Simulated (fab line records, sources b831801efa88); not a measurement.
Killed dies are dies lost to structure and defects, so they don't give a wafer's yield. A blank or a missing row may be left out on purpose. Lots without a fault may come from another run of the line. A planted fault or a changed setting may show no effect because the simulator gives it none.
Problem report in the 8D (eight disciplines) form, filled by code | flow sky130 | the parts of the form that need people (team, actions taken, sign-off) are left out

1. THE PROBLEM
METAL2_ALCU_RS at SKY_METAL2_RS_MEAS_05 reads a mean of 0.0721 ohm/sq on 2 wafers of 2 lots; wafers without a fault read 0.1262 ohm/sq with a standard deviation of 0.0015. That is -36 standard deviations from the usual mean.
The step: measures by four-point-probe.
First seen on wafer L482.1, day 37 23:53, on film_metro-03. The record holds 42 wafers of 14 lots with a number at this step. Rule for "out", or "out of limits": more than 4 standard deviations from the usual mean. The other wafers with a number count as sound.

2. WHAT IT IS AND WHAT IT IS NOT
question                    | is                           | is not
which readings at this step | METAL2_ALCU_RS               | -
which lots                  | L482, L484                   | L473, L476, L477, L478, L479, L480, L488, L490, L491, L492, L493, L494
which wafers of those lots  | L482.1, L484.1               | L482.5, L482.6, L484.2, L484.6
read on which gauges        | film_metro-01, film_metro-03 | film_metro-02
when                        | from day 37 23:53            | up to then (20 sound wafers); but 20 sound wafers of L484, L488, L490, L491, L492, L493, L494 came after

3. SUSPECTS, AND WHAT RULES EACH OUT
Counting: a tool at a process step up to the reading stays a suspect if it ran every lot that is out. Sound lots after the first of them don't rule it out here, since some wafers of a struck lot are sound.
- the gauge at SKY_METAL2_RS_MEAS_05: ruled out. The wafers that are out were read on 2 gauges (film_metro-01, film_metro-03).
- pvd_sputter-02 at SKY_METAL2_SPUTTER_02 (material AlCu, target thk 250 nm, time 13.3 s): kept. It ran every lot that is out, first L482 (day 37 23:47); its last sound lot up to then is L478 (day 36 22:56).
Left after counting: pvd_sputter-02 at SKY_METAL2_SPUTTER_02.

4. THE CAUSE (what the simulator had put in)
Process parameter drift: pvd_sputter-02, from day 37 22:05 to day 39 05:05, at SKY_METAL2_SPUTTER_02. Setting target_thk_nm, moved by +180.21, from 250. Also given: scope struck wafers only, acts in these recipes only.
Counting left only this tool.

5. THE CHAIN OF EFFECTS, in route order
Each row: a reading whose mean over the struck wafers that have a number lies more than 3 standard deviations from the usual. Only readings for which the record gives a usual standard deviation are gone through. hours: the time from each lot's start at the first step in this table that gives one to its start at this step, as a median over the lots. sigmas: the change in usual standard deviations.
hours | step                     | reading         | usual         | on struck wafers | change  | sigmas
0     | SKY_METAL2_RS_MEAS_05    | METAL2_ALCU_RS  | 0.1262 ohm/sq | 0.0721           | -0.0541 | -36
0     | SKY_METAL2_THK_MEAS_06   | METAL2_ALCU_THK | 254 nm        | 439              | +185    | +60
26    | SKY_METAL2_METAL_ETCH_19 | oes_product_au  | 0.856 a.u.    | 0.995            | +0.139  | +23
The process steps in it:
- SKY_METAL2_METAL_ETCH_19: etches the open film in Cl2/BCl3, stops on SiO2, target depth 360 nm, time 78 s.

6. WHAT WOULD HAVE CAUGHT IT SOONER
In this record the first reading out of limits at a measuring or inspecting step was taken at day 37 23:53, 2 hours after the fault began at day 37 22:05.
Of the tool readings at SKY_METAL2_SPUTTER_02 for which the record gives a usual standard deviation, none was out on any struck wafer, so an alarm limit of 4 standard deviations on them would not have fired.
Of the lots that are out (2), L484 began SKY_METAL2_SPUTTER_02 on pvd_sputter-02 after day 37 23:53. A hold on the tool at that time would have spared it.
